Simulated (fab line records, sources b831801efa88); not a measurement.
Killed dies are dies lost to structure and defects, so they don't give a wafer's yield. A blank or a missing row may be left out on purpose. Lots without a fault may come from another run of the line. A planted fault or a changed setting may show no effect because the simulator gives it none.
A struck lot beside a sound one | flow sky130 | 16 steps out of a route of 708
Sound: wafers L946.2, L946.3, L946.4. Struck: wafer L960.5. (L960.3, L960.4 of the same lot were not struck and are left out.) The cause comes at the end.
At each step with rows: each side's tool, then ch and its chambers, then its first start. Under that, the readings that differ: sound wafers | struck wafers | difference of the means | sigmas: that difference in standard deviations of wafers without a fault.
alike: readings whose means differ by less than 2 such deviations, and words and numbers that are the same on both sides. not compared: withheld readings, readings that some wafer has no value for, bounds like >300 that may hide the same value, and numbers for which the record gives no deviation and whose values overlap.
The two part at a step that has a row with sigmas, a row that says differs or no value, or rows on one side only. Numbers that don't overlap but have no deviation are shown without sigmas and don't part them. A reading that every wafer of one side lacks parts them only if that side has two wafers or more.

first, 2 steps without rows for these wafers: SKY_METAL4_PEB_11; SKY_METAL4_DEVELOP_12 (develop time 60 s).
SKY_METAL4_CD_MEAS_13: target cd 300 nm.
  sound on cd_sem-01, day 43 03:44; struck on cd_sem-01, day 46 17:22
  alike: cd_nm
SKY_METAL4_OVL_MEAS_14:
  sound on overlay-01, day 43 03:50; struck on overlay-02, day 46 17:28
  alike: METAL4_OVL
then, 1 step without rows for these wafers: SKY_METAL4_DESCUM_15 (chemistry O2, time 8 s).
SKY_METAL4_ETCH_16: etches BARC in N2/H2, stops on SiO2, time 88.2 s, target depth 60 nm.
  sound on rie_metal-01 ch 0,1, day 43 03:54; struck on rie_metal-02 ch 1, day 46 17:37
  alike: drypump_motor_current_A, oes_product_au, throttle_valve_pct
  not compared: rf_hours_counter_h
SKY_METAL4_ETCH_17: etches SiO2 in C4F8/O2/Ar, stops on TiN, time 3.9 s, target depth 15 nm.
  sound on rie_diel-03 ch 1,2,3, day 43 04:00; struck on rie_diel-03 ch 2, day 46 17:45
  alike: oes_product_au
  not compared: rf_hours_counter_h
SKY_METAL4_METAL_ETCH_18: etches the open film in Cl2/BCl3, stops on SiO2, target depth 845 nm, time 183.1 s.
  sound on rie_metal-02 ch 0,1, day 43 04:01; struck on rie_metal-04 ch 0, day 46 17:50
  reading                     | sound       | struck | difference | sigmas
  drypump_motor_current_A (A) | 6.1 6.2 6.1 | 5.3    | -0.8       | -3
  alike: oes_product_au, throttle_valve_pct
  not compared: rf_hours_counter_h
SKY_METAL4_STRIP_19: strips in O2/N2.
  sound on plasma_asher-04 ch 0,1, day 43 04:11; struck on plasma_asher-04 ch 0, day 46 17:59
  alike: drypump_motor_current_A, o2_flow_sccm, oes_product_au, strip_time_to_endpoint_s
  not compared: rf_hours_counter_h
then, 3 steps without rows for these wafers: SKY_METAL4_STRIP_20 (strips in post etch residue remover, time 1200 s); SKY_METAL4_CLEAN_21 (cleans in IPA, time 180 s); SKY_METAL4_CLEAN_22 (cleans in O3/DIW).
SKY_VIA4_HDPCVD_00: deposits SiO2, target thk 1750 nm, time 291.7 s.
  sound on hdpcvd-01 ch 0,1,2, day 43 04:47; struck on hdpcvd-02 ch 2, day 46 18:34
  reading                                  | sound             | struck | difference | sigmas
  sih4_flow_sccm (sccm)                    | 59.79 59.45 59.99 | 71.99  | +12.25     | +61
  model.SiO2_of_VIA4_HDPCVD_00.thk_nm (nm) | 1729 1714 1728    | 2096   | +372       |
  alike: susceptor_temp_C
SKY_VIA4_THK_MEAS_01:
  sound on film_metro-04, day 43 04:58; struck on film_metro-04, day 46 18:46
  reading              | sound          | struck | difference | sigmas
  VIA4_HDPCVD_THK (nm) | 1728 1713 1728 | 2097   | +374       | +21
SKY_VIA4_CMP_02: polishes SiO2.
  sound on cmp-01 ch 0,1,2, day 43 05:01; struck on cmp-02 ch 1, day 46 18:49
  alike: head_pressure_psi, motor_current_A
-- the record jumps here: 3 days lie between the struck wafers' starts before and after (it left off in module VIA4 and takes up again in module PAD_OPEN, whose first step shown is number 708 of the route) --
SKY_PAD_OPEN_PROBE_99:
  sound on prober-02, day 47 01:17; struck on prober-02, day 50 01:59
  reading     | sound    | struck | difference | sigmas
  killed_open | 59 49 48 | 35     | -17        | -2
  alike: defect_limited_yield, killed_at_M0_to_M3, killed_at_M4_up, killed_at_contacts, killed_at_front_end, killed_at_other, killed_dies, killed_on_rim, killed_short, sort_bin_3_pad_short, sort_bin_5_function, sort_bin_6_memory, sort_n_pass, sort_yield_pct

WHERE THEY PART
First at SKY_METAL4_METAL_ETCH_18; last, within this record, at SKY_PAD_OPEN_PROBE_99.

WHY: what the simulator had put in
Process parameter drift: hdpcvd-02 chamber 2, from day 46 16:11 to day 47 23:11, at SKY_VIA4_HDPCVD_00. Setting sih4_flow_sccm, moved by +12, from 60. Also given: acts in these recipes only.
